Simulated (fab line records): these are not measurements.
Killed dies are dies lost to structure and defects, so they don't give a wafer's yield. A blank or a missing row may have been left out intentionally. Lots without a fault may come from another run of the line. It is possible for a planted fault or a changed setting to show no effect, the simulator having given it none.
What tool caused it? -- flow gf180mcu -- 13 lots, 39 wafers sampled, at 2 steps of a route of 602

WHAT EACH GAUGE READ, for each wafer
GF_V4_OVL_MEAS_15.
lot,measured,on,V4_OVL (nm)
L540,day 24 23:02,overlay-02,-1 4 2
L541,day 25 08:00,overlay-01,-5 2 -7
L542,day 25 16:23,overlay-02,1 -4 -4
L543,day 25 23:00,overlay-02,13 0 5
L544,day 26 10:11,overlay-01,9 3 2
L545,day 26 14:47,overlay-01,-17 -14 -6
L546,day 26 20:47,overlay-01,-4 2 4
L547,day 27 03:59,overlay-02,7 -2 6
L549,day 27 20:15,overlay-01,-2 1 1
L551,day 28 13:21,overlay-01,0 -2 -5
L557,day 30 00:56,overlay-01,9 2 -1
L561,day 31 06:35,overlay-01,-5 -8 -8
L562,day 31 10:29,overlay-02,-6 5 -3

TOOL THAT RAN EACH LOT (tool first, then ch and the chambers of the sampled wafers, then the start)
lot,GF_VT_IMPLANT_STRIP_09
L540,"plasma-asher-04 ch 0,1, day 5 23:18"
L541,"plasma-asher-03 ch 0,1, day 6 06:31"
L542,"plasma-asher-01 ch 0,1, day 6 11:35"
L543,"plasma-asher-04 ch 0,1, day 6 17:15"
L544,"plasma-asher-01 ch 0, day 7 02:54"
L545,"plasma-asher-01 ch 0,1, day 7 06:37"
L546,"plasma-asher-04 ch 0,1, day 7 10:43"
L547,"plasma-asher-04 ch 0,1, day 7 16:33"
L549,"plasma-asher-04 ch 0,1, day 8 05:07"
L551,"plasma-asher-04 ch 0,1, day 8 20:57"
L557,"plasma-asher-03 ch 0,1, day 10 06:43"
L561,"plasma-asher-03 ch 0,1, day 11 07:28"
L562,"plasma-asher-04 ch 0,1, day 11 15:05"
- GF_VT_IMPLANT_STRIP_09: strips in O2/N2.

AS READ BY THE TOOLS THEMSELVES (means over the sampled wafers that have a number; for cases with no such wafer, the mark the record gives instead)
GF_VT_IMPLANT_STRIP_09.
lot,tool,drypump-motor-current-A (A),heater-power-w (W),oes-product-au (a.u.),strip-time-to-endpoint-s (s)
L540,plasma-asher-04,5.5,374,0.717,12.659
L541,plasma-asher-03,6.2,301,0.713,12.680
L542,plasma-asher-01,5.9,330,0.718,12.655
L543,plasma-asher-04,5.5,377,0.716,12.679
L544,plasma-asher-01,5.1,339,0.717,12.686
L545,plasma-asher-01,5.9,328,0.715,12.612
L546,plasma-asher-04,5.5,375,0.715,12.709
L547,plasma-asher-04,5.5,374,0.712,12.673
L549,plasma-asher-04,5.5,371,0.719,12.654
L551,plasma-asher-04,5.5,370,0.709,12.700
L557,plasma-asher-03,5.9,310,0.713,12.630
L561,plasma-asher-03,6.2,306,0.716,12.656
L562,plasma-asher-04,5.5,373,0.714,12.647

THE ANSWER, worked out from the rows above alone
Rule: the lots themselves supply what counts as usual. The widest of any qualifying gaps counts: lots, ordered by their means at a reading, are off when they make up no more than a third of the lots, leave a main group of 4 or more, and stand apart from it by 3 or more times the standard deviation of that group's means. A main group is skipped when, at the precision printed for the reading in the tables above, its means are all equal. Also off: a lot with no number at a reading for which 4 or more lots have one. The other lots that the step has rows for count as sound. First the gauges in route order, then the tools' own readings, where a lot's mean is used as printed above. The first step at which some lot is off is used, and at that step the reading that is off furthest; a lot without a number counts as furthest.
No lot is off on any of the readings shown, so nothing can be concluded from this.

WHAT THE SIMULATOR HAD INSERTED
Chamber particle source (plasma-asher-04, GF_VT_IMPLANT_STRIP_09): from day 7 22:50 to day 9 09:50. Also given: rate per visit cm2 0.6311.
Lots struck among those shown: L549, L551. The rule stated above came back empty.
